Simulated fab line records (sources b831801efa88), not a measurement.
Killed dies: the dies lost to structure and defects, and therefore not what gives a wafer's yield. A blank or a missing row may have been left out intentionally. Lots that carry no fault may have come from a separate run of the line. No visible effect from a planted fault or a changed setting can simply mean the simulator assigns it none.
Split-lot trial :: flow sfqLine :: 23 wafers read from 5 lots, route of 325 steps

ABOUT THE SPLIT
At SFQ_TRILAYER_M1_DEP_SPUTTER_037 (material Nb, target thk 200 nm, time 133.3 s), the setting timeS was moved away from the recipe's 133.3 s on 5 of the 23 wafers read, by -14.6% to +6.5%. This setting was run at the recipe's value on the other wafers.

FROM THE SPLIT TO THE READING: what the file shows between them, 2 steps
- SFQ_M1_RS_MEAS_909: measures by four-point-probe
- SFQ_TRILAYER_M1_BARC_OPEN_METAL_ETCH_054: etches BARC in O2, target depth 125 nm, time 41.7 s (also split here: timeS)

THE READING
oesProductAu, in a.u., at SFQ_TRILAYER_M1_ETCH_METAL_ETCH_042 (etches Nb in Cl2/Ar, stops on SiO2, target depth 240 nm, time 120 s). On this fab line, fault-free wafers typically give 0.896 a.u. with a standard deviation of 0.0091 a.u.

wafer: L075.1
tool, chamber at the split: pvdSputter-06, -
timeS as run, s: 141.9
against the recipe: +6.5%
oesProductAu, a.u.: 0.930
against lot-mates on the recipe: +0.035

wafer: L075.2
tool, chamber at the split: pvdSputter-06, -
timeS as run, s: 141.9
against the recipe: +6.5%
oesProductAu, a.u.: 0.919
against lot-mates on the recipe: +0.024

wafer: L075.3
tool, chamber at the split: pvdSputter-06, -
timeS as run, s: 141.9
against the recipe: +6.5%
oesProductAu, a.u.: 0.929
against lot-mates on the recipe: +0.034

wafer: L075.4
tool, chamber at the split: pvdSputter-06, -
timeS as run, s: 133.3
against the recipe: recipe
oesProductAu, a.u.: 0.898
against lot-mates on the recipe: -

wafer: L075.5
tool, chamber at the split: pvdSputter-06, -
timeS as run, s: 133.3
against the recipe: recipe
oesProductAu, a.u.: 0.892
against lot-mates on the recipe: -

wafer: L076.2
tool, chamber at the split: pvdSputter-04, -
timeS as run, s: 113.8
against the recipe: -14.6%
oesProductAu, a.u.: 0.813
against lot-mates on the recipe: -0.071

wafer: L076.3
tool, chamber at the split: pvdSputter-04, -
timeS as run, s: 133.3
against the recipe: recipe
oesProductAu, a.u.: 0.886
against lot-mates on the recipe: -

wafer: L076.4
tool, chamber at the split: pvdSputter-04, -
timeS as run, s: 133.3
against the recipe: recipe
oesProductAu, a.u.: 0.883
against lot-mates on the recipe: -

wafer: L076.5
tool, chamber at the split: pvdSputter-04, -
timeS as run, s: 113.8
against the recipe: -14.6%
oesProductAu, a.u.: 0.821
against lot-mates on the recipe: -0.063

wafer: L076.6
tool, chamber at the split: pvdSputter-04, -
timeS as run, s: 133.3
against the recipe: recipe
oesProductAu, a.u.: 0.882
against lot-mates on the recipe: -

wafer: L077.1
tool, chamber at the split: pvdSputter-06, -
timeS as run, s: 133.3
against the recipe: recipe
oesProductAu, a.u.: 0.907
against lot-mates on the recipe: -

wafer: L077.2
tool, chamber at the split: pvdSputter-06, -
timeS as run, s: 133.3
against the recipe: recipe
oesProductAu, a.u.: 0.883
against lot-mates on the recipe: -

wafer: L077.4
tool, chamber at the split: pvdSputter-06, -
timeS as run, s: 133.3
against the recipe: recipe
oesProductAu, a.u.: 0.897
against lot-mates on the recipe: -

wafer: L077.5
tool, chamber at the split: pvdSputter-06, -
timeS as run, s: 133.3
against the recipe: recipe
oesProductAu, a.u.: 0.886
against lot-mates on the recipe: -

wafer: L077.6
tool, chamber at the split: pvdSputter-06, -
timeS as run, s: 133.3
against the recipe: recipe
oesProductAu, a.u.: 0.911
against lot-mates on the recipe: -

wafer: L081.1
tool, chamber at the split: pvdSputter-06, -
timeS as run, s: 133.3
against the recipe: recipe
oesProductAu, a.u.: 0.898
against lot-mates on the recipe: -

wafer: L081.3
tool, chamber at the split: pvdSputter-06, -
timeS as run, s: 133.3
against the recipe: recipe
oesProductAu, a.u.: 0.899
against lot-mates on the recipe: -

wafer: L081.4
tool, chamber at the split: pvdSputter-06, -
timeS as run, s: 133.3
against the recipe: recipe
oesProductAu, a.u.: 0.887
against lot-mates on the recipe: -

wafer: L081.5
tool, chamber at the split: pvdSputter-06, -
timeS as run, s: 133.3
against the recipe: recipe
oesProductAu, a.u.: 0.899
against lot-mates on the recipe: -

wafer: L081.6
tool, chamber at the split: pvdSputter-06, -
timeS as run, s: 133.3
against the recipe: recipe
oesProductAu, a.u.: 0.893
against lot-mates on the recipe: -

wafer: L083.1
tool, chamber at the split: pvdSputter-05, -
timeS as run, s: 133.3
against the recipe: recipe
oesProductAu, a.u.: 0.886
against lot-mates on the recipe: -

wafer: L083.3
tool, chamber at the split: pvdSputter-05, -
timeS as run, s: 133.3
against the recipe: recipe
oesProductAu, a.u.: 0.911
against lot-mates on the recipe: -

wafer: L083.4
tool, chamber at the split: pvdSputter-05, -
timeS as run, s: 133.3
against the recipe: recipe
oesProductAu, a.u.: 0.903
against lot-mates on the recipe: -

FIT RESULTS
A straight line over all 23 wafers: oesProductAu changes by +0.0052 a.u. for each +1% of timeS; r = +0.95; the points scatter about the line by 0.0089 a.u.
The same after taking each lot's own level away (the mean of its wafers on the recipe; 23 wafers): +0.00462 a.u. for each +1%; r = +0.95; scatter 0.0075 a.u.
Per that fit: largest timeS move, reading shift of 0.068 a.u.
The span of the lots' own levels, 0.8837 to 0.9000 a.u., comes to 1.8 times the standard deviation stated above.
So the slope is not independent of the lot-to-lot level: the two fits are not the same.
Check: -0.065 a.u. against its lot-mates is what the line predicts for one of the wafers moved furthest among these (-14.6%) when that wafer is left out of the fit. Against them it came out at -0.0707 a.u.

OTHER SPLITS APPLIED TO THESE WAFERS
Before the reading, these wafers also passed through other splits. Each is held against what the fit with the lots' levels taken away leaves over:
other split on the same wafers: SFQ_TRILAYER_L0_DEP_SPUTTER_003 timeS
wafers away from the commonest value: 10
r with oesProductAu (lot level and that fit taken away): +0.26

other split on the same wafers: SFQ_TRILAYER_L0_LITHO_COAT_010 resistThkNm
wafers away from the commonest value: 9
r with oesProductAu (lot level and that fit taken away): -0.17

other split on the same wafers: SFQ_TRILAYER_L0_BARC_OPEN_METAL_ETCH_010 icpW
wafers away from the commonest value: 12
r with oesProductAu (lot level and that fit taken away): +0.05

other split on the same wafers: SFQ_TRILAYER_L0_VIA_LITHO_PEB_016 pebTempC
wafers away from the commonest value: 7
r with oesProductAu (lot level and that fit taken away): +0.18

other split on the same wafers: SFQ_TRILAYER_L0_VIA_BARC_OPEN_VIA_ETCH_021 timeS
wafers away from the commonest value: 11
r with oesProductAu (lot level and that fit taken away): -0.29

other split on the same wafers: SFQ_TRILAYER_M0_LITHO_COAT_026 spinRpm
wafers away from the commonest value: 6
r with oesProductAu (lot level and that fit taken away): -0.06

other split on the same wafers: SFQ_TRILAYER_I0_VIA_LITHO_COAT_036 resistThkNm
wafers away from the commonest value: 12
r with oesProductAu (lot level and that fit taken away): +0.26

other split on the same wafers: SFQ_TRILAYER_M1_BARC_OPEN_METAL_ETCH_054 timeS
wafers away from the commonest value: 7
r with oesProductAu (lot level and that fit taken away): +0.18

THE WHOLE CHAIN: every reading that the file lists as answering this split, in the file's order
step: SFQ_TRILAYER_M1_DEP_SPUTTER_037
what it does: material Nb, target thk 200 nm, time 133.3 s
reading: Nb_of_TRILAYER_M1_DEP_SPUTTER_037.thkNm (the simulator's own value, which no gauge read)
change (the file's fit): +1.8 nm for each +1% of the setting
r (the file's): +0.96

step: SFQ_M1_RS_MEAS_909
what it does: measures by four-point-probe
reading: M1_NB_RS
change (the file's fit): -0.00917 for each +1% of the setting
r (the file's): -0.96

step: SFQ_TRILAYER_M1_ETCH_METAL_ETCH_042
what it does: etches Nb in Cl2/Ar, stops on SiO2, target depth 240 nm, time 120 s
reading: oesProductAu
change (the file's fit): +0.00458 a.u. for each +1% of the setting
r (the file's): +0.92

THE FILE'S OWN FIT
oesProductAu changes by +0.00458 a.u. for each +1% of timeS, r = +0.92.
